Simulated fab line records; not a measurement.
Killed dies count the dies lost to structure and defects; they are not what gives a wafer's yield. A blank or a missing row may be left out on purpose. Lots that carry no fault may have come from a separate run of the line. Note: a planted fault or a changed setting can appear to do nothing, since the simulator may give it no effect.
fab line records	flow sfq_line
[record] lots = 5	wafers = 23
route steps=325 shown INCOMING@2 L0@6 M0@35 I0@51 M1@70 I1@80 I2@104
start_h: start of the lot's first displayed wafer, in hours after the record's first day	wait_h: hours since the lot's step before	" identical to the entry in the row above	L1.1+2: several wafers, shown together as one row	- either no value or no given start	* or withheld: withheld	< > ~ a bound
route shown NAME@n: a module of which the file shows steps, and the number in the route of the first	usual: mean/standard deviation of fault-free wafers	same: alike in all rows	chamber/n: place in a boat	sites: readings site by site	_std_site: the standard deviation of these	_edge_site: mean of outer sites minus mean of inner sites	radius_mm: for every site, how far away it sits from the centre of the wafer	mask NAME#n: copy n	behind: the most recent tool/chamber to have shaped the wafer	hold: the reason the lot was held/the length of the hold in hours/how it ended	device: transistor that didn't switch, given as n, p or np	end of line: the tests these same wafers got at the end of their route	a step without rows: its recipe alone	killed: not the wafer's yield, but the dies lost to structure and defects at the first sort	map: the dies of a wafer, with x for killed, . for not killed, _ for no die there
set.NAME: setting as actually run; set.NAME@STEP: the setting as run at that earlier step	model.NAME: the simulator's own value behind a step, which no gauge read
one table per step and one row per wafer, for lots whose settings were changed on purpose
[[steps]]
[step SFQ_TRILAYER_INCOMING_OXIDATION_002]
[recipe] temp_c = 1000	ambient = H2O	target_thk_a = 5000	p_h2o_torr = 720	ox_time_s = 4939
lot.wafer	tool	chamber	start_h	wait_h	set.temp_c	model.SiO2_of_TRILAYER_INCOMING_OXIDATION_002.thk_nm
L074.1	furnace-01	0	13.01	3.0	1000	501.7
L074.3	"	0	"	"	1000	506.6
L074.4	"	0	"	"	1000	501.2
L077.1	-	-	-	0.1	1008	512.9
L077.2	"	-	"	"	1008	513.7
L077.3	"	-	"	"	1008	514.5
L077.5	"	-	"	"	1008	504.5
L077.6	"	-	"	"	1008	513.1
L079.1	-	-	-	0.1	1028	614.5
L079.2	"	-	"	"	1028	616.4
L079.4	"	-	"	"	1028	607.8
L079.5	"	-	"	"	1028	608.9
L079.6	"	-	"	"	1028	614.4
L080.1	-	-	-	0.1	970.1	403.8
L080.2	"	-	"	"	970.1	403.6
L080.4	"	-	"	"	970.1	400.2
L080.5	"	-	"	"	970.1	403.3
L080.6	"	-	"	"	970.1	410.2
L083.1	-	-	-	0.1	992.5	484.5
L083.2	"	-	"	"	992.5	488.2
L083.3	"	-	"	"	992.5	490.7
L083.4	"	-	"	"	992.5	486.7
L083.6	"	-	"	"	992.5	491.4
[step SFQ_TRILAYER_L0_LITHO_COAT_010]
[recipe] resist = BARC	spin_rpm = 3000	resist_thk_nm = 62
lot.wafer	tool	chamber	start_h	wait_h	set.resist_thk_nm	model.BARC_of_TRILAYER_L0_LITHO_COAT_010.thk_nm
L074.1	litho_track-02	0	15.63	0.1	62	62.15
L074.3	"	0	"	"	62	62.09
L074.4	"	0	"	"	62	62.06
L077.1	litho_track-02	0	27.74	0.1	63.32	63.28
L077.2	"	0	"	"	62	61.91
L077.3	"	0	"	"	62	61.92
L077.5	"	0	"	"	63.32	63.11
L077.6	"	0	"	"	62	62.08
L079.1	litho_track-03	0	37.78	0.1	64.96	64.68
L079.2	"	0	"	"	62	61.58
L079.4	"	0	"	"	62	61.42
L079.5	"	0	"	"	64.96	64.39
L079.6	"	0	"	"	62	61.73
L080.1	litho_track-03	0	42.74	0.1	63.34	63.04
L080.2	"	0	"	"	63.34	63.11
L080.4	"	0	"	"	62	61.9
L080.5	"	0	"	"	63.34	63.08
L080.6	"	0	"	"	62	61.77
L083.1	litho_track-04	0	57.74	0.1	60.07	60.04
L083.2	"	0	"	"	60.07	59.84
L083.3	"	0	"	"	60.07	60.22
L083.4	"	0	"	"	62	62.02
L083.6	"	0	"	"	62	61.94
[step SFQ_TRILAYER_L0_BARC_OPEN_METAL_ETCH_010]
[recipe] mask_material = PR	chemistry = O2	target_depth_nm = 125	target = BARC	icp_w = 600	bias_w = 80	pressure_mtorr = 10	time_s = 41.7
lot.wafer	tool	chamber	start_h	wait_h	set.time_s	set.resist_thk_nm@TRILAYER_L0_LITHO_COAT_010	model.etch.depth_nm
L074.1	rie_metal-01	0	73.33	0.1	41.7	62	62.15
L074.3	"	1	"	"	41.7	62	62.09
L074.4	"	0	"	"	41.7	62	62.06
L077.1	rie_metal-03	1	92.47	0.1	37.03	63.32	-
L077.2+3	"	0	"	"	37.03	62	-
L077.5	"	1	"	"	41.7	63.32	-
L077.6	"	0	"	"	41.7	62	62.08
L079.1	rie_metal-01	1	105.67	0.1	41.7	64.96	-
L079.2+6	"	0,1	"	"	41.7	62	-
L079.4	"	0	"	"	41.7	62	61.42
L079.5	"	0	"	"	41.7	64.96	64.39
L080.1	rie_metal-02	0	113.92	0.1	41.7	63.34	63.04
L080.2	"	1	"	"	41.7	63.34	63.11
L080.4	"	1	"	"	41.7	62	61.9
L080.5	"	0	"	"	41.7	63.34	-
L080.6	"	1	"	"	41.7	62	-
L083.1+2	rie_metal-02	0,1	131.92	0.1	41.7	60.07	-
L083.3	"	0	"	"	41.7	60.07	60.22
L083.4+6	"	1,0	"	"	41.7	62	-
[step SFQ_TRILAYER_M0_LITHO_EXPOSE_022]
[recipe] mask_id = M0	na = 0.6	source_shape = conventional	sigma_outer = 0.65	target_cd_nm = 500	dose_mj = 14.4
lot.wafer	tool	chamber	start_h	wait_h	mask	set.dose_mj
L074.1+3+4	krf_scanner-02	0	148.36	-	M0#0	14.4
L077.1+3	krf_scanner-02	0	178.34	-	M0#0	14.4
L077.2+5+6	"	0	"	"	M0#0	14.08
L079.1+2+6	krf_scanner-02	0	196.76	-	M0#0	13.63
L079.4+5	"	0	"	"	M0#0	14.4
L080.1+6	krf_scanner-02	0	201.16	-	M0#0	14.4
L080.2+4+5	"	0	"	"	M0#0	14
L083.1+2+6	krf_scanner-02	0	238.27	-	M0#0	14.4
L083.3+4	"	0	"	"	M0#0	14.11
[step SFQ_TRILAYER_M0_LITHO_PEB_024]
[recipe] peb_temp_c = 115	peb_time_s = 60	resist = KrF
lot.wafer	tool	chamber	start_h	wait_h	set.peb_time_s
L074.1+3+4	litho_track-03	0	149.56	1.0	60
L077.1+2+6	litho_track-01	0	179.54	1.0	60
L077.3+5	"	0	"	"	67.22
L079.1+2	litho_track-01	0	197.96	1.0	54.21
L079.4+5+6	"	0	"	"	60
L080.1+2+4	litho_track-03	0	202.36	1.0	60
L080.5+6	"	0	"	"	52.82
L083.1+2+3+4+6	litho_track-03	0	239.47	1.0	60
[step SFQ_TRILAYER_M0_LITHO_DEVELOP_023]
[recipe] time_s = 60	resist = KrF
[step SFQ_TRILAYER_M0_BARC_OPEN_METAL_ETCH_031]
[recipe] mask_material = PR	chemistry = O2	target_depth_nm = 125	target = BARC	icp_w = 600	bias_w = 80	pressure_mtorr = 10	time_s = 41.7
lot.wafer	tool	chamber	start_h	wait_h	set.dose_mj@TRILAYER_M0_LITHO_EXPOSE_022	set.peb_time_s@TRILAYER_M0_LITHO_PEB_024	model.M0.cd_nm
L074.1	rie_metal-04	0	149.89	0.0	14.4	60	498.4
L074.3	"	0	"	"	14.4	60	499.5
L074.4	"	1	"	"	14.4	60	501.6
L077.1	rie_metal-03	1	179.88	0.0	14.4	60	500.8
L077.2	"	0	"	"	14.08	60	503.5
L077.3	"	0	"	"	14.4	67.22	483.8
L077.5	"	1	"	"	14.08	67.22	489.6
L077.6	"	0	"	"	14.08	60	501.5
L079.1	rie_metal-03	1	198.30	0.0	13.63	54.21	525.8
L079.2	"	0	"	"	13.63	54.21	522.2
L079.4	"	1	"	"	14.4	60	500.8
L079.5	"	1	"	"	14.4	60	502.6
L079.6	"	0	"	"	13.63	60	508.5
L080.1	rie_metal-01	1	202.69	0.0	14.4	60	498.3
L080.2	"	0	"	"	14	60	504.2
L080.4	"	0	"	"	14	60	504.9
L080.5	"	1	"	"	14	52.82	522.1
L080.6	"	0	"	"	14.4	52.82	517.2
L083.1+2	rie_metal-04	0,1	239.81	0.0	14.4	60	501.3
L083.3	"	0	"	"	14.11	60	503.2
L083.4	"	1	"	"	14.11	60	504.2
L083.6	"	1	"	"	14.4	60	500.1
[step SFQ_TRILAYER_M0_ETCH_METAL_ETCH_024]
[recipe] target = Nb	stop_on = SiO2	mask_material = PR	chemistry = Cl2/Ar	target_depth_nm = 240	icp_w = 600	bias_w = 80	pressure_mtorr = 10	time_s = 120
lot.wafer	tool	chamber	start_h	wait_h	set.dose_mj@TRILAYER_M0_LITHO_EXPOSE_022	set.peb_time_s@TRILAYER_M0_LITHO_PEB_024	model.M0.cd_nm
L074.1	rie_metal-04	0	149.95	0.0	14.4	60	500.3
L074.3	"	0	"	"	14.4	60	501.2
L074.4	"	1	"	"	14.4	60	501.7
L077.1	rie_metal-03	1	179.94	0.0	14.4	60	500.6
L077.2	"	0	"	"	14.08	60	503.4
L077.3	"	0	"	"	14.4	67.22	484.8
L077.5	"	1	"	"	14.08	67.22	489.7
L077.6	"	0	"	"	14.08	60	502.2
L079.1	rie_metal-03	1	198.36	0.0	13.63	54.21	525.3
L079.2	"	0	"	"	13.63	54.21	522.2
L079.4	"	1	"	"	14.4	60	500.7
L079.5	"	1	"	"	14.4	60	502
L079.6	"	0	"	"	13.63	60	507.7
L080.1	rie_metal-01	1	202.75	0.0	14.4	60	497.6
L080.2	"	0	"	"	14	60	502.7
L080.4	"	0	"	"	14	60	503.2
L080.5	"	1	"	"	14	52.82	521.8
L080.6	"	0	"	"	14.4	52.82	516.4
L083.1	rie_metal-04	0	239.87	0.0	14.4	60	501.6
L083.2	"	1	"	"	14.4	60	499.6
L083.3	"	0	"	"	14.11	60	504.3
L083.4	"	1	"	"	14.11	60	502.8
L083.6	"	1	"	"	14.4	60	498
[step SFQ_TRILAYER_I0_VIA_LITHO_PEB_034]
[recipe] peb_temp_c = 115	peb_time_s = 60	resist = KrF
lot.wafer	tool	chamber	start_h	wait_h	set.peb_temp_c
L074.1+3+4	litho_track-01	0	254.10	1.0	115
L077.1+6	litho_track-04	0	289.42	1.0	118.3
L077.2+3+5	"	0	"	"	115
L079.1+2+4+5+6	litho_track-04	0	313.85	1.0	115
L080.1+2+6	litho_track-02	0	317.45	1.0	115
L080.4+5	"	0	"	"	116.7
L083.1+2+3+4+6	litho_track-04	0	349.85	1.0	115
[step SFQ_TRILAYER_I0_VIA_LITHO_DEVELOP_033]
[recipe] time_s = 60	resist = KrF
[step SFQ_TRILAYER_I0_VIA_BARC_OPEN_VIA_ETCH_046]
[recipe] mask_material = PR	chemistry = O2	target_depth_nm = 125	target = BARC	source_w = 500	bias_w = 80	pressure_mtorr = 30	time_s = 41.7
lot.wafer	tool	chamber	start_h	wait_h	set.peb_temp_c@TRILAYER_I0_VIA_LITHO_PEB_034	model.I0.cd_nm
L074.1	rie_diel-03	1	254.44	0.0	115	502.4
L074.3	"	3	"	"	115	500.2
L074.4	"	0	"	"	115	503.1
L077.1	rie_diel-04	2	289.76	0.0	118.3	551.2
L077.2+5	"	1,0	"	"	115	498.2
L077.3	"	0	"	"	115	498.3
L077.6	"	1	"	"	118.3	551
L079.1	rie_diel-02	3	314.19	0.0	115	500.1
L079.2	"	1	"	"	115	501.5
L079.4	"	2	"	"	115	500.6
L079.5	"	3	"	"	115	500.2
L079.6	"	0	"	"	115	499.8
L080.1	rie_diel-03	0	317.79	0.0	115	502.9
L080.2	"	1	"	"	115	499.5
L080.4	"	2	"	"	116.7	529.5
L080.5	"	1	"	"	116.7	531.7
L080.6	"	0	"	"	115	502.6
L083.1	rie_diel-04	1	350.19	0.0	115	500.8
L083.2	"	3	"	"	115	499.6
L083.3	"	2	"	"	115	498.8
L083.4	"	0	"	"	115	500.4
L083.6	"	3	"	"	115	500.1
[step SFQ_TRILAYER_I0_VIA_ETCH_VIA_ETCH_034]
[recipe] target = SiO2	stop_on = Nb	mask_material = PR	taper_deg = 20	chemistry = CHF3	target_depth_nm = 260	source_w = 500	bias_w = 80	pressure_mtorr = 30	time_s = withheld
lot.wafer	tool	chamber	start_h	wait_h	set.peb_temp_c@TRILAYER_I0_VIA_LITHO_PEB_034	model.I0.cd_nm
L074.1	rie_diel-03	1	254.48	0.0	115	504.7
L074.3	"	3	"	"	115	502
L074.4	"	0	"	"	115	502.6
L077.1	rie_diel-04	2	289.80	0.0	118.3	545.8
L077.2	"	1	"	"	115	497.6
L077.3	"	0	"	"	115	498.6
L077.5	"	0	"	"	115	497.4
L077.6	"	1	"	"	118.3	551
L079.1	rie_diel-02	3	314.23	0.0	115	500.3
L079.2	"	1	"	"	115	503.2
L079.4	"	2	"	"	115	501.8
L079.5	"	3	"	"	115	500.7
L079.6	"	0	"	"	115	500
L080.1	rie_diel-03	0	317.83	0.0	115	502.4
L080.2	"	1	"	"	115	502.5
L080.4	"	2	"	"	116.7	528.8
L080.5	"	1	"	"	116.7	534.2
L080.6	"	0	"	"	115	502.7
L083.1	rie_diel-04	1	350.23	0.0	115	500.1
L083.2	"	3	"	"	115	499.5
L083.3	"	2	"	"	115	495.4
L083.4	"	0	"	"	115	501.8
L083.6	"	3	"	"	115	500
[step SFQ_TRILAYER_M1_ETCH_METAL_ETCH_042]
[recipe] target = Nb	stop_on = SiO2	mask_material = PR	chemistry = Cl2/Ar	target_depth_nm = 240	icp_w = 600	bias_w = 80	pressure_mtorr = 10	time_s = 120
lot.wafer	tool	chamber	start_h	wait_h	set.time_s	model.KrF_of_TRILAYER_M1_LITHO_COAT_039.thk_nm
L074.1	rie_metal-02	0	270.62	0.0	120	379.4
L074.3	"	0	"	"	120	379.2
L074.4	"	1	"	"	120	380
L077.1	rie_metal-02	0	299.75	0.0	120	380.8
L077.2	"	1	"	"	104.1	402
L077.3	"	0	"	"	120	379.9
L077.5	"	1	"	"	120	382.2
L077.6	"	0	"	"	104.1	401.5
L079.1	rie_metal-01	0	325.74	0.0	120	380.2
L079.2	"	1	"	"	120	371.5
L079.4	"	1	"	"	120	373.2
L079.5	"	0	"	"	120	380.3
L079.6	"	1	"	"	120	375.3
L080.1	rie_metal-03	0	326.94	0.0	120	378.7
L080.2	"	1	"	"	120	374.3
L080.4	"	1	"	"	120	373.9
L080.5	"	1	"	"	120	371.4
L080.6	"	0	"	"	120	378.4
L083.1	rie_metal-01	1	367.68	0.0	120	379.8
L083.2	"	0	"	"	120	384.9
L083.3	"	0	"	"	134.1	369.3
L083.4	"	1	"	"	134.1	362.3
L083.6	"	1	"	"	134.1	363.6
[step SFQ_TRILAYER_I1_VIA_LITHO_EXPOSE_050]
[recipe] mask_id = I1	na = 0.6	source_shape = conventional	sigma_outer = 0.65	target_cd_nm = 500	dose_mj = 21.3
lot.wafer	tool	chamber	start_h	wait_h	mask	set.dose_mj
L074.1+3+4	krf_scanner-01	0	393.05	-	I1#0	21.3
L077.1+2+3+5+6	krf_scanner-01	0	438.65	-	I1#0	21.3
L079.1+2+4+5+6	krf_scanner-02	0	447.17	-	I1#0	21.3
L080.1+2	krf_scanner-01	0	470.10	-	I1#0	21.3
L080.4+5+6	"	0	"	"	I1#0	19.9
L083.1+3	krf_scanner-02	0	529.78	-	I1#0	21.3
L083.2+4+6	"	0	"	"	I1#0	22.07
[step SFQ_TRILAYER_I1_VIA_LITHO_PEB_052]
[recipe] peb_temp_c = 115	peb_time_s = 60	resist = KrF
[step SFQ_TRILAYER_I1_VIA_LITHO_DEVELOP_051]
[recipe] time_s = 60	resist = KrF
[step SFQ_TRILAYER_I1_VIA_BARC_OPEN_VIA_ETCH_071]
[recipe] mask_material = PR	chemistry = O2	target_depth_nm = 125	target = BARC	source_w = 511.5	bias_w = 80	pressure_mtorr = 30	time_s = 41.7
lot.wafer	tool	chamber	start_h	wait_h	set.dose_mj@TRILAYER_I1_VIA_LITHO_EXPOSE_050	model.I1.cd_nm
L074.1	rie_diel-01	1	394.59	0.0	21.3	497.3
L074.3	"	2	"	"	21.3	498.3
L074.4	"	3	"	"	21.3	498.1
L077.1	rie_diel-01	1	440.19	0.0	21.3	498.9
L077.2	"	3	"	"	21.3	499.6
L077.3+6	"	0	"	"	21.3	498.4
L077.5	"	1	"	"	21.3	498.1
L079.1	rie_diel-03	1	448.71	0.0	21.3	498.8
L079.2	"	0	"	"	21.3	501
L079.4	"	2	"	"	21.3	500.1
L079.5	"	0	"	"	21.3	499.8
L079.6	"	1	"	"	21.3	499.4
L080.1	rie_diel-03	0	471.64	0.0	21.3	501.9
L080.2	"	1	"	"	21.3	500.6
L080.4	"	2	"	"	19.9	489.4
L080.5	"	0	"	"	19.9	491.4
L080.6	"	1	"	"	19.9	491
L083.1	rie_diel-02	1	531.32	0.0	21.3	500
L083.2	"	3	"	"	22.07	506.6
L083.3	"	0	"	"	21.3	499.1
L083.4	"	2	"	"	22.07	506.9
L083.6	"	0	"	"	22.07	505.4
[step SFQ_TRILAYER_I1_VIA_ETCH_VIA_ETCH_052]
[recipe] target = SiO2	stop_on = Nb	mask_material = PR	taper_deg = 20	chemistry = CHF3	target_depth_nm = 260	source_w = 500	bias_w = 80	pressure_mtorr = 30	time_s = withheld
lot.wafer	tool	chamber	start_h	wait_h	set.bias_w	set.dose_mj@TRILAYER_I1_VIA_LITHO_EXPOSE_050	model.I1.cd_nm
L074.1	rie_diel-01	1	394.63	0.0	80	21.3	496.4
L074.3	"	2	"	"	80	21.3	497.3
L074.4	"	3	"	"	80	21.3	500
L077.1+3	rie_diel-01	1,0	440.23	0.0	77.17	21.3	497.6
L077.2	"	3	"	"	77.17	21.3	501.6
L077.5	"	1	"	"	80	21.3	499
L077.6	"	0	"	"	80	21.3	498.4
L079.1	rie_diel-03	1	448.75	0.0	80	21.3	498.1
L079.2	"	0	"	"	86.56	21.3	501.1
L079.4	"	2	"	"	86.56	21.3	500.8
L079.5	"	0	"	"	80	21.3	501.2
L079.6	"	1	"	"	86.56	21.3	497.1
L080.1	rie_diel-03	0	471.68	0.0	83.34	21.3	501.1
L080.2	"	1	"	"	80	21.3	498.7
L080.4	"	2	"	"	80	19.9	488
L080.5	"	0	"	"	83.34	19.9	490.6
L080.6	"	1	"	"	83.34	19.9	489.1
L083.1	rie_diel-02	1	531.36	0.0	86.69	21.3	499.6
L083.2	"	3	"	"	80	22.07	506.6
L083.3	"	0	"	"	80	21.3	498.9
L083.4	"	2	"	"	86.69	22.07	509.1
L083.6	"	0	"	"	86.69	22.07	505.3
[step SFQ_TRILAYER_I2_CMP_CMP_064]
[recipe] material = SiO2	down_force_psi = 3	platen_rpm = 60	pad_velocity_m_s = 0.94248
lot.wafer	tool	chamber	start_h	wait_h	set.leave_above_ref_nm	model.SiO2_of_TRILAYER_I2_DEP_PECVD_063.thk_nm
L074.4	cmp-02	3	553.88	0.0	200	200.4
L074.3	"	0	"	"	200	199.7
L074.1	"	2	555.38	1.5	200	200.8
L077.3+2	cmp-01	2,3	609.88	0.6	200	201
L077.1	"	0	610.88	1.6	200	200.2
L077.5	"	1	"	"	200	201.5
L077.6	"	2	"	"	200	201.2
L079.1	cmp-01	2	626.28	2.3	209.1	208.8
L079.4	"	3	"	"	209.1	209
L079.2	"	0	"	"	209.1	209.1
L079.5	"	1	"	"	200	199.7
L079.6	"	2	"	"	200	198.6
L080.2	cmp-02	3	648.10	0.0	200	200.4
L080.4	"	1	649.10	1.0	214.3	215
L080.1	"	2	"	"	214.3	214.7
L080.5	"	3	"	"	214.3	214.3
L080.6	"	0	"	"	200	200.2
L083.1	cmp-01	1	701.75	0.0	200	200
L083.3+2	"	2,0	"	"	200	200.9
L083.4	"	3	"	"	200	200.7
L083.6	"	2	704.25	2.5	200	200.5
[step SFQ_TRILAYER_I2_METRO_MEASURE_065]
[usual] thk_nm = 200.5/0.78
lot.wafer	tool	chamber	start_h	wait_h	set.leave_above_ref_nm@TRILAYER_I2_CMP_CMP_064	thk_nm
L074.1	film_metro-02	-	557.00	0.1	200	200.8
L074.3	"	-	"	"	200	199.5
L074.4	"	-	"	"	200	200.4
L077.1	film_metro-01	-	612.50	0.1	200	200.2
L077.2	"	-	"	"	200	201.0
L077.3	"	-	"	"	200	200.9
L077.5	"	-	"	"	200	201.5
L077.6	"	-	"	"	200	201.2
L079.1	film_metro-01	-	628.90	0.1	209.1	209.0
L079.2	"	-	"	"	209.1	208.8
L079.4	"	-	"	"	209.1	209.1
L079.5	"	-	"	"	200	199.7
L079.6	"	-	"	"	200	198.6
L080.1	film_metro-03	-	651.22	0.1	214.3	214.7
L080.2	"	-	"	"	200	200.5
L080.4	"	-	"	"	214.3	215.0
L080.5	"	-	"	"	214.3	214.2
L080.6	"	-	"	"	200	200.1
L083.1	film_metro-03	-	704.87	0.1	200	200.0
L083.2	"	-	"	"	200	200.8
L083.3	"	-	"	"	200	201.0
L083.4	"	-	"	"	200	200.6
L083.6	"	-	"	"	200	200.4
[[key]]
[split] step = SFQ_TRILAYER_INCOMING_OXIDATION_002	setting = temp_c	stated = 1000	by = lot
[response] step = SFQ_TRILAYER_INCOMING_OXIDATION_002	reading = model.SiO2_of_TRILAYER_INCOMING_OXIDATION_002.thk_nm	change = +34.5	per = 1%	r = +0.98
[split] step = SFQ_TRILAYER_L0_LITHO_COAT_010	setting = resist_thk_nm	stated = 62	by = wafer
[response] step = SFQ_TRILAYER_L0_LITHO_COAT_010	reading = model.BARC_of_TRILAYER_L0_LITHO_COAT_010.thk_nm	change = +0.61	per = 1%	r = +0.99
[response] step = SFQ_TRILAYER_L0_BARC_OPEN_METAL_ETCH_010	reading = model.etch.depth_nm	change = +0.604	per = 1%	r = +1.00
[split] step = SFQ_TRILAYER_L0_BARC_OPEN_METAL_ETCH_010	setting = time_s	stated = 41.7	by = wafer
response none clear
[split] step = SFQ_TRILAYER_M0_LITHO_EXPOSE_022	setting = dose_mj	stated = 14.4	by = wafer
[response] step = SFQ_TRILAYER_M0_BARC_OPEN_METAL_ETCH_031	reading = model.M0.cd_nm	slope = -1.57	per = 1%	together_with = peb_time_s@TRILAYER_M0_LITHO_PEB_024	explained = 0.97
[response] step = SFQ_TRILAYER_M0_ETCH_METAL_ETCH_024	reading = model.M0.cd_nm	slope = -1.57	per = 1%	together_with = peb_time_s@TRILAYER_M0_LITHO_PEB_024	explained = 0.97
[split] step = SFQ_TRILAYER_M0_LITHO_PEB_024	setting = peb_time_s	stated = 60	by = wafer
[response] step = SFQ_TRILAYER_M0_BARC_OPEN_METAL_ETCH_031	reading = model.M0.cd_nm	change = -1.53	per = 1%	r = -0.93
[response] step = SFQ_TRILAYER_M0_ETCH_METAL_ETCH_024	reading = model.M0.cd_nm	slope = -1.41	per = 1%	together_with = dose_mj@TRILAYER_M0_LITHO_EXPOSE_022	explained = 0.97
[split] step = SFQ_TRILAYER_I0_VIA_LITHO_PEB_034	setting = peb_temp_c	stated = 115	by = wafer
[response] step = SFQ_TRILAYER_I0_VIA_BARC_OPEN_VIA_ETCH_046	reading = model.I0.cd_nm	change = +18.7	per = 1%	r = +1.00
[response] step = SFQ_TRILAYER_I0_VIA_ETCH_VIA_ETCH_034	reading = model.I0.cd_nm	change = +18	per = 1%	r = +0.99
[split] step = SFQ_TRILAYER_M1_ETCH_METAL_ETCH_042	setting = time_s	stated = 120	by = wafer
[response] step = SFQ_TRILAYER_M1_ETCH_METAL_ETCH_042	reading = model.KrF_of_TRILAYER_M1_LITHO_COAT_039.thk_nm	change = -1.52	per = 1%	r = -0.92
[split] step = SFQ_TRILAYER_I1_VIA_LITHO_EXPOSE_050	setting = dose_mj	stated = 21.3	by = wafer
[response] step = SFQ_TRILAYER_I1_VIA_BARC_OPEN_VIA_ETCH_071	reading = model.I1.cd_nm	change = +1.68	per = 1%	r = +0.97
[response] step = SFQ_TRILAYER_I1_VIA_ETCH_VIA_ETCH_052	reading = model.I1.cd_nm	change = +1.75	per = 1%	r = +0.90
[split] step = SFQ_TRILAYER_I1_VIA_ETCH_VIA_ETCH_052	setting = bias_w	stated = 80	by = wafer
response none clear
[split] step = SFQ_TRILAYER_I2_CMP_CMP_064	setting = leave_above_ref_nm	stated = 200	by = wafer
[response] step = SFQ_TRILAYER_I2_CMP_CMP_064	reading = model.SiO2_of_TRILAYER_I2_DEP_PECVD_063.thk_nm	change = +2.05	per = 1%	r = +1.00
[response] step = SFQ_TRILAYER_I2_METRO_MEASURE_065	reading = thk_nm	change = +2.05	per = 1%	r = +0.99
